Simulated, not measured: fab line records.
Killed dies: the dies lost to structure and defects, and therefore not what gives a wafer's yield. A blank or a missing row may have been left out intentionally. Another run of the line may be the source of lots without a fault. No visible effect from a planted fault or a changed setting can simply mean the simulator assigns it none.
fab line records | flow sky130
record lots=6 | wafers=18 | last-day=50
route steps=708 shown VT_ADJUST_LVTN@116 VT_ADJUST_NCORE@119 PAD_OPEN@708
lots untouched by any fault: they come from a run of this same line in which no faults occurred
start-h: start of the lot's first displayed wafer, in hours after the record's first day | wait-h: hours from the lot's prior step to this one | " repeats the value in the row above | L1.1+2: one row covering several wafers at once | - no value, or no start given | * or withheld: withheld | < > ~ a bound
route shown NAME@n: NAME is a module with steps in the file, n the number in the route of the first one | usual: the fault-free wafers' mean and standard deviation | same: alike in all rows | chamber/n: place in a boat | sites: per-site readings | _std_site: standard deviation of those values | _edge_site: mean of outer sites minus mean of inner sites | radius-mm: how far each site lies from the wafer's centre | mask NAME#n: copy n | behind: the last tool/chamber to shape the wafer | hold: cause of the lot's hold/its duration in hours/its outcome | device: the transistor (n, p or np) that didn't switch | end of line: the tests these same wafers got at the end of their route | a step given without rows: its recipe and nothing more | killed: dies that structure and defects cost at the first sort, which is not the same as the wafer's yield | map: dies across one wafer; x = killed, . = not, _ = none there
set.NAME: the setting as run; set.NAME@STEP: as run at that earlier step | model.NAME: the simulator's own value behind a step, which no gauge read
lots seen at some steps along the route; tables by step, rows by wafer
services: from which hour (start-h, from the record's first day; less than 0 if before it) a tool's chamber was out of use, for how many hours, and why
## steps
# step SKY_VT_ADJUST_LVTN_IMPLANT_19
# recipe species=B | energy-kev=30 | dose-cm2=6.5e+11 | tilt-deg=withheld
# step SKY_VT_ADJUST_LVTN_STRIP_20
# recipe chemistry=O2/N2 | power-w=1400 | pressure-mtorr=1500 | platen-temp-c=withheld | o2-flow-sccm=3000 | n2-flow-sccm=300 | overash-fraction=0.5
# usual drypump-motor-current-A=5.6/0.48 | oes-product-au=0.716/0.0045 | strip-time-to-endpoint-s=14.16/0.044
lot.wafer | tool            | chamber | start-h | wait-h | drypump-motor-current-A | oes-product-au | rf-hours-counter-h | strip-time-to-endpoint-s
L434.1    | plasma-asher-04 | 0       | 226.87  | 0.1    | 5.9                     | 0.722          | 42                 | 14.18
L434.2    | "               | 1       | "       | "      | 4.9                     | 0.711          | 42                 | 14.12
L434.3    | "               | 0       | "       | "      | 5.9                     | 0.713          | -                  | 14.17
L435.1    | plasma-asher-03 | 1       | 240.98  | 0.1    | 5.6                     | 0.716          | 12                 | 14.25
L435.3    | "               | 1       | "       | "      | 5.7                     | 0.724          | -                  | 14.19
L435.4    | "               | 0       | "       | "      | 5.9                     | 0.715          | -                  | 14.24
L438.1    | plasma-asher-04 | 0       | 255.53  | 0.1    | 5.8                     | 0.724          | 45                 | 14.18
L438.3    | "               | 1       | "       | "      | 5.0                     | 0.713          | -                  | 14.15
L438.6    | "               | 1       | "       | "      | 5.0                     | 0.717          | -                  | 14.16
L439.2    | plasma-asher-04 | 1       | 256.86  | 0.1    | 4.9                     | 0.717          | 46                 | 14.09
L439.3    | "               | 0       | "       | "      | 5.9                     | 0.717          | -                  | 14.08
L439.4    | "               | 1       | "       | "      | 4.9                     | 0.722          | -                  | 14.16
L442.2    | plasma-asher-01 | 1       | 283.67  | 0.1    | 5.0                     | 0.722          | 60                 | 14.17
L442.5    | "               | 0       | "       | "      | 6.4                     | 0.714          | -                  | 14.15
L442.6    | "               | 1       | "       | "      | 5.0                     | 0.713          | -                  | 14.20
L448.2    | plasma-asher-03 | 0       | 318.26  | 0.1    | 5.9                     | 0.713          | 20                 | 14.13
L448.4    | "               | 1       | "       | "      | 5.6                     | 0.719          | -                  | 14.10
L448.6    | "               | 1       | "       | "      | 5.6                     | 0.714          | -                  | 14.13
# step SKY_VT_ADJUST_LVTN_TW_MEAS_21
# usual VT_ADJUST_LVTN_2_TW=187.6/1.2
lot.wafer | tool          | chamber | start-h | wait-h | VT_ADJUST_LVTN_2_TW
L434.1    | film-metro-01 | -       | 226.97  | 0.1    | 186.5
L434.2    | "             | -       | "       | "      | 185.2
L434.3    | "             | -       | "       | "      | 185.9
L435.1    | film-metro-01 | -       | 241.08  | 0.1    | 186.8
L435.3    | "             | -       | "       | "      | 186.1
L435.4    | "             | -       | "       | "      | 186.9
L438.1    | film-metro-03 | -       | 255.63  | 0.1    | 186.4
L438.3    | "             | -       | "       | "      | 187.2
L438.6    | "             | -       | "       | "      | 187.7
L439.2    | film-metro-01 | -       | 256.97  | 0.1    | 185.8
L439.3    | "             | -       | "       | "      | 185.6
L439.4    | "             | -       | "       | "      | 187.3
L442.2    | film-metro-02 | -       | 283.78  | 0.1    | 187.4
L442.5    | "             | -       | "       | "      | 188.2
L442.6    | "             | -       | "       | "      | 187.9
L448.2    | film-metro-03 | -       | 318.37  | 0.1    | 188.9
L448.4    | "             | -       | "       | "      | 190.2
L448.6    | "             | -       | "       | "      | 189.1
# step SKY_VT_ADJUST_NCORE_DEHYDRATE_00
# recipe temp-c=200 | time-s=60
# step SKY_VT_ADJUST_NCORE_HMDS_01
# recipe prime-time-s=60 | prime-temp-c=120
# step SKY_VT_ADJUST_NCORE_COAT_02
# recipe resist=NOVOLAK | spin-rpm=3000 | resist-thk-nm=1121
# step SKY_VT_ADJUST_NCORE_SOFTBAKE_03
# recipe temp-c=90 | time-s=60 | resist=NOVOLAK
# step SKY_VT_ADJUST_NCORE_EXPOSE_04
# recipe mask-id=LVTN_COMPLEMENT_THIN | na=0.6 | source-shape=conventional | sigma-outer=0.6 | polarization=unpolarized | target-cd-nm=380 | dose-mj=139
# step SKY_VT_ADJUST_NCORE_PEB_05
# recipe temp-c=withheld | time-s=* | resist=NOVOLAK
# step SKY_VT_ADJUST_NCORE_DEVELOP_06
# recipe resist=NOVOLAK | developer=TMAH | develop-time-s=60 | dev-temp-c=23
# step SKY_VT_ADJUST_NCORE_CD_MEAS_07
# recipe target-cd-nm=380
# usual cd-nm=379.8/2.4
lot.wafer | tool      | chamber | start-h | wait-h | cd-nm
L434.1    | cd-sem-01 | -       | 250.43  | 0.1    | 381.4
L434.2    | "         | -       | "       | "      | 381.5
L434.3    | "         | -       | "       | "      | 382.3
L435.1    | cd-sem-01 | -       | 264.23  | 0.1    | 382.4
L435.3    | "         | -       | "       | "      | 382.1
L435.4    | "         | -       | "       | "      | 385.6
L438.1    | cd-sem-02 | -       | 279.28  | 0.1    | 379.2
L438.3    | "         | -       | "       | "      | 380.8
L438.6    | "         | -       | "       | "      | 382.3
L439.2    | cd-sem-01 | -       | 281.15  | 0.1    | 379.0
L439.3    | "         | -       | "       | "      | 381.0
L439.4    | "         | -       | "       | "      | 378.1
L442.2    | cd-sem-01 | -       | 309.18  | 0.1    | 385.9
L442.5    | "         | -       | "       | "      | 380.2
L442.6    | "         | -       | "       | "      | 382.6
L448.2    | cd-sem-02 | -       | 344.93  | 0.1    | 375.8
L448.4    | "         | -       | "       | "      | 375.7
L448.6    | "         | -       | "       | "      | 374.3
# step SKY_VT_ADJUST_NCORE_OVL_MEAS_08
# usual VT_ADJUST_NCORE_OVL=-0.2/1.5
lot.wafer | tool       | chamber | start-h | wait-h | VT_ADJUST_NCORE_OVL[nm]
L434.1    | overlay-02 | -       | 250.55  | 0.1    | -1.1
L434.2    | "          | -       | "       | "      | -1.7
L434.3    | "          | -       | "       | "      | -0.2
L435.1    | overlay-01 | -       | 264.35  | 0.1    | -0.2
L435.3    | "          | -       | "       | "      | -1.4
L435.4    | "          | -       | "       | "      | -0.9
L438.1    | overlay-01 | -       | 279.40  | 0.1    | -0.3
L438.3    | "          | -       | "       | "      | 0.8
L438.6    | "          | -       | "       | "      | 1.2
L439.2    | overlay-01 | -       | 281.25  | 0.1    | 0.6
L439.3    | "          | -       | "       | "      | 0.4
L439.4    | "          | -       | "       | "      | 1.3
L442.2    | overlay-01 | -       | 309.28  | 0.1    | 0.4
L442.5    | "          | -       | "       | "      | 1.8
L442.6    | "          | -       | "       | "      | 1.9
L448.2    | overlay-01 | -       | 345.03  | 0.1    | 0.1
L448.4    | "          | -       | "       | "      | 1.4
L448.6    | "          | -       | "       | "      | 0.4
# step SKY_VT_ADJUST_NCORE_IMPLANT_09
# recipe species=B | energy-kev=10 | dose-cm2=2.4e+12 | tilt-deg=withheld
# usual beam-energy-keV=9.9997/0.0028 | beam-on-s=9.99/0.22 | dose-ions-cm2=2.3997e+12/2.4e+09
lot.wafer | tool         | chamber | start-h | wait-h | beam-energy-keV | beam-on-s | dose-ions-cm2 | model.implant.drp-nm
L434.1    | implanter-02 | 0       | 250.59  | 0.0    | 10.001          | 9.91      | 2.3995e+12    | 17.11
L434.2    | "            | 0       | "       | "      | 9.9998          | 9.95      | 2.3978e+12    | 17.11
L434.3    | "            | 0       | "       | "      | 9.9979          | 10.05     | 2.4002e+12    | 17.11
L435.1    | implanter-02 | 0       | 264.38  | 0.0    | 9.7473          | 9.95      | 2.3999e+12    | 16.81
L435.3    | "            | 0       | "       | "      | 9.7563          | 9.62      | 2.3996e+12    | 16.81
L435.4    | "            | 0       | "       | "      | 9.7500          | 9.97      | 2.3981e+12    | 16.81
L438.1    | implanter-02 | 0       | 279.43  | 0.0    | 9.7493          | 9.93      | 2.3981e+12    | 16.81
L438.3    | "            | 0       | "       | "      | 9.7499          | 9.81      | 2.399e+12     | 16.81
L438.6    | "            | 0       | "       | "      | 9.7479          | 10.14     | 2.3986e+12    | 16.81
L439.2    | implanter-04 | 0       | 281.31  | 0.0    | 9.9995          | 10.04     | 2.4066e+12    | 17.11
L439.3    | "            | 0       | "       | "      | 9.9971          | 10.08     | 2.4028e+12    | 17.11
L439.4    | "            | 0       | "       | "      | 10.003          | 9.66      | 2.4009e+12    | 17.11
L442.2    | implanter-04 | 0       | 309.34  | 0.0    | 10.005          | 9.72      | 2.3956e+12    | 17.11
L442.5    | "            | 0       | "       | "      | 10.004          | 9.63      | 2.3948e+12    | 17.11
L442.6    | "            | 0       | "       | "      | 10.007          | 9.96      | 2.3974e+12    | 17.11
L448.2    | implanter-03 | 0       | 345.09  | 0.0    | 9.9971          | 10.30     | 2.4009e+12    | 17.11
L448.4    | "            | 0       | "       | "      | 9.9982          | 10.01     | 2.3999e+12    | 17.11
L448.6    | "            | 0       | "       | "      | 9.9998          | 9.91      | 2.3997e+12    | 17.11
# step SKY_VT_ADJUST_NCORE_STRIP_10
# recipe chemistry=O2/N2 | power-w=1400 | pressure-mtorr=1500 | platen-temp-c=withheld | o2-flow-sccm=3000 | n2-flow-sccm=300 | overash-fraction=0.5
# usual drypump-motor-current-A=5.7/0.42 | oes-product-au=0.716/0.0045 | strip-time-to-endpoint-s=13.94/0.037
lot.wafer | tool            | chamber | start-h | wait-h | drypump-motor-current-A | oes-product-au | rf-hours-counter-h | strip-time-to-endpoint-s
L434.1    | plasma-asher-02 | 0       | 250.74  | 0.1    | 6.3                     | 0.719          | 56                 | 13.92
L434.2    | "               | 1       | "       | "      | 5.4                     | 0.719          | 56                 | 13.98
L434.3    | "               | 1       | "       | "      | 5.4                     | 0.720          | -                  | 13.93
L435.1    | plasma-asher-02 | 0       | 264.53  | 0.1    | 6.3                     | 0.717          | 58                 | 13.95
L435.3    | "               | 0       | "       | "      | 6.3                     | 0.722          | -                  | 13.93
L435.4    | "               | 1       | "       | "      | 5.5                     | 0.722          | -                  | 13.95
L438.1    | plasma-asher-02 | 0       | 279.58  | 0.1    | 6.3                     | 0.717          | 59                 | 13.96
L438.3    | "               | 0       | "       | "      | 6.3                     | 0.710          | -                  | 13.90
L438.6    | "               | 1       | "       | "      | 5.4                     | 0.722          | -                  | 13.92
L439.2    | plasma-asher-02 | 1       | 281.43  | 0.1    | 5.4                     | 0.713          | 59                 | 13.94
L439.3    | "               | 0       | "       | "      | 6.3                     | 0.705          | -                  | 13.96
L439.4    | "               | 1       | "       | "      | 5.4                     | 0.718          | -                  | 13.95
L442.2    | plasma-asher-02 | 0       | 309.46  | 0.1    | 6.3                     | 0.719          | 62                 | 13.90
L442.5    | "               | 0       | "       | "      | 6.3                     | 0.713          | -                  | 13.97
L442.6    | "               | 1       | "       | "      | 5.4                     | 0.717          | -                  | 13.89
L448.2    | plasma-asher-02 | 0       | 345.21  | 0.1    | 6.3                     | 0.718          | 66                 | 13.95
L448.4    | "               | 1       | "       | "      | 5.4                     | 0.717          | -                  | 13.95
L448.6    | "               | 1       | "       | "      | 5.4                     | 0.711          | -                  | 13.93
# step SKY_PAD_OPEN_PROBE_99
# usual killed_at_M0_to_M3=44/6.9 | killed_at_M4_up=3.3/1.7 | killed-at-contacts=24/4.7 | killed-at-front-end=15/4.5 | killed-at-other=0.2/0.49 | killed-dies=86/8.4 | killed-open=47/6.5 | killed-short=39/6
# same gross-dies=492 | killed-at-back-side=0
lot.wafer | tool      | chamber | start-h | wait-h | killed_at_M0_to_M3 | killed_at_M4_up | killed-at-contacts | killed-at-front-end | killed-at-other | killed-dies | killed-open | killed-short
L435.1    | prober-02 | -       | 1146.82 | 0.1    | 40                 | 2               | 38                 | 17                  | 0               | 97          | 59          | 38
L435.3    | prober-02 | -       | 1146.92 | 0.2    | 43                 | 3               | 20                 | 10                  | 0               | 76          | 48          | 28
L435.4    | prober-02 | -       | 1146.97 | 0.2    | 38                 | 2               | 33                 | 13                  | 0               | 86          | 48          | 38
L438.1    | prober-02 | -       | 1162.67 | 0.1    | 36                 | 7               | 24                 | 12                  | 1               | 80          | 40          | 40
L438.3    | prober-02 | -       | 1162.77 | 0.2    | 43                 | 7               | 29                 | 8                   | 0               | 87          | 45          | 42
L438.6    | prober-02 | -       | 1162.92 | 0.2    | 47                 | 7               | 21                 | 10                  | 1               | 86          | 45          | 41
# killed by level:class
L435.1 VIA1:geometric-particle:open=11 CONTACT:geometric-particle:open=11 LI_CONTACT:geometric-particle:open=10 VIA3:geometric-particle:open=7 CONTACT:geometric-particle:short=6 FIELD_ISO:geometric-particle:open=5 LOCAL_INTERCONNECT:geometric-particle:short=5 VIA2:geometric-particle:open=4
L435.3 VIA1:geometric-particle:open=13 VIA3:geometric-particle:open=10 VIA2:geometric-particle:open=8 CONTACT:geometric-particle:open=5 LI_CONTACT:geometric-particle:open=4 FIELD_ISO:geometric-particle:short=3 POLY_GATE:geometric-particle:short=3 LI_CONTACT:geometric-particle:short=3
L435.4 CONTACT:geometric-particle:short=9 CONTACT:geometric-particle:open=9 VIA1:geometric-particle:open=8 LI_CONTACT:geometric-particle:open=7 VIA2:geometric-particle:open=6 FIELD_ISO:geometric-particle:open=4 FIELD_ISO:geometric-particle:short=4 LI_CONTACT:geometric-particle:short=4
L438.1 CONTACT:geometric-particle:open=8 VIA1:geometric-particle:open=7 VIA2:geometric-particle:open=7 METAL4:geometric-particle:short=7 LI_CONTACT:geometric-particle:open=6 VIA1:geometric-particle:short=6 FIELD_ISO:geometric-particle:open=5 CONTACT:geometric-particle:short=5
L438.3 CONTACT:geometric-particle:open=10 LI_CONTACT:geometric-particle:open=9 VIA1:geometric-particle:open=9 METAL1:geometric-particle:short=8 LOCAL_INTERCONNECT:geometric-particle:short=5 METAL2:geometric-particle:short=5 VIA2:geometric-particle:short=5 VIA2:geometric-particle:open=5
L438.6 CONTACT:geometric-particle:open=11 VIA1:geometric-particle:open=11 METAL4:geometric-particle:short=6 METAL3:geometric-particle:short=5 LI_CONTACT:geometric-particle:open=4 VIA1:geometric-particle:short=4 METAL2:geometric-particle:open=4 METAL2:geometric-particle:short=4
## services
tool            | chamber | start-h | hours | kind
implanter-03    | -       | 207.63  | 40.9  | repair
plasma-asher-01 | -       | 228.18  | 14.6  | pm
implanter-04    | -       | 243.52  | 4.8   | pm
implanter-03    | -       | 248.52  | 6.2   | pm
plasma-asher-02 | -       | 252.73  | 0.9   | repair
implanter-03    | -       | 269.65  | 3.3   | repair
plasma-asher-01 | -       | 271.71  | 2.8   | pm
plasma-asher-04 | -       | 281.48  | 5.6   | repair
plasma-asher-03 | -       | 281.94  | 2.9   | repair
plasma-asher-03 | -       | 283.02  | 4.3   | repair
plasma-asher-01 | -       | 284.23  | 0.6   | repair
plasma-asher-01 | -       | 308.17  | 28.1  | pm
implanter-02    | -       | 309.21  | 5.5   | pm
implanter-04    | -       | 343.14  | 1.0   | repair
## key
first-sign step=SKY_VT_ADJUST_NCORE_IMPLANT_09 | reading=beam-energy-keV | direction=down | sigmas=89 | usual=* | struck=*
effect none on later readings
model-effect step=SKY_VT_ADJUST_NCORE_IMPLANT_09 | value=implant.drp-nm | without=17.11 | struck=16.81
met-at SKY_VT_ADJUST_NCORE_IMPLANT_09
struck-wafers L435.1,L435.3,L435.4,L438.1,L438.3,L438.6
tester-left-out L435,L438
onset-between 250.59 264.38
fault kind=process-parameter-drift | tool=implanter-02 | chamber=- | onset-h=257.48 | steps=SKY_VT_ADJUST_NCORE_IMPLANT_09 | channel=energy-kev | offset=* | shape=step | end-h=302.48 | acts-in=* | stated=*
# tester-left-out: of these lots the tester's yield and bins aren't shown, on N5 and GAA mostly nor the transistor test; their killed dies are dies lost to structure and defects alone, not to doping, threshold or leakage, so they don't give the yield
